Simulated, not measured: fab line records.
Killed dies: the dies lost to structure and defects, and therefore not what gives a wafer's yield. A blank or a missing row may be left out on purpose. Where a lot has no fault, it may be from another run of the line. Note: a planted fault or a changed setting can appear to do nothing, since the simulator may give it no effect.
Matching of chambers / flow sfq line / SFQ_TRILAYER_I6_CMP_CMP_166 on cmp-01: 4 sister chambers
The step polishes SiO2. 8 wafers are shown with their chamber, then 8 later ones without.

== WAFERS PAIRED WITH THEIR CHAMBERS ==
wafer=L325.4; chamber=0; motor current A (A)=11.1; time to endpoint s (s)=216
wafer=L330.3; chamber=2; motor current A (A)=9.8; time to endpoint s (s)=225
wafer=L330.5; chamber=3; motor current A (A)=10.9; time to endpoint s (s)=218
wafer=L330.6; chamber=0; motor current A (A)=11.5; time to endpoint s (s)=219
wafer=L331.1; chamber=3; motor current A (A)=11.2; time to endpoint s (s)=214
wafer=L331.2; chamber=2; motor current A (A)=10.1; time to endpoint s (s)=214
wafer=L331.4; chamber=1; motor current A (A)=7.8; time to endpoint s (s)=214
wafer=L334.2; chamber=1; motor current A (A)=9.0; time to endpoint s (s)=213

== WAFERS WITHOUT THEIR CHAMBER ==
wafer=L334.3; motor current A (A)=9.6; time to endpoint s (s)=211
wafer=L334.6; motor current A (A)=9.1; time to endpoint s (s)=217
wafer=L336.1; motor current A (A)=8.6; time to endpoint s (s)=195
wafer=L336.2; motor current A (A)=9.9; time to endpoint s (s)=209
wafer=L336.5; motor current A (A)=9.8; time to endpoint s (s)=211
wafer=L338.1; motor current A (A)=12.0; time to endpoint s (s)=207
wafer=L338.2; motor current A (A)=8.9; time to endpoint s (s)=205
wafer=L338.4; motor current A (A)=9.3; time to endpoint s (s)=219

== EACH ONE'S CHAMBER ==
wafer=L334.3; from the rows above=can't be placed: 2 or 1 or 3 or 0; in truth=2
wafer=L334.6; from the rows above=can't be placed: 1 or 2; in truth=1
wafer=L336.1; from the rows above=1; in truth=1
wafer=L336.2; from the rows above=can't be placed: 2 or 3 or 1 or 0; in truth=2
wafer=L336.5; from the rows above=can't be placed: 2 or 3 or 1 or 0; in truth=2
wafer=L338.1; from the rows above=can't be placed: 0 or 3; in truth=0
wafer=L338.2; from the rows above=can't be placed: 1 or 2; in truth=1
wafer=L338.4; from the rows above=can't be placed: 2 or 1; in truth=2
Correctly placed: 1 of 8. These rows do not allow placing 7 (true chamber among the candidates in 7). 0 placed wrongly.
How it was worked out, from the rows above alone: a wafer's distance from a chamber is the root of the sum, over the readings, of the square of ((its reading less the chamber's mean) divided by the reading's scatter). The wafer belongs to the nearest chamber; if the next one is less than 2 further off, it can't be placed. Each chamber's mean is taken over the wafers shown for it. The scatter: take each reading less its chamber's mean, square it, sum over the shown wafers, divide by the number of wafers less the number of chambers, and take the root.
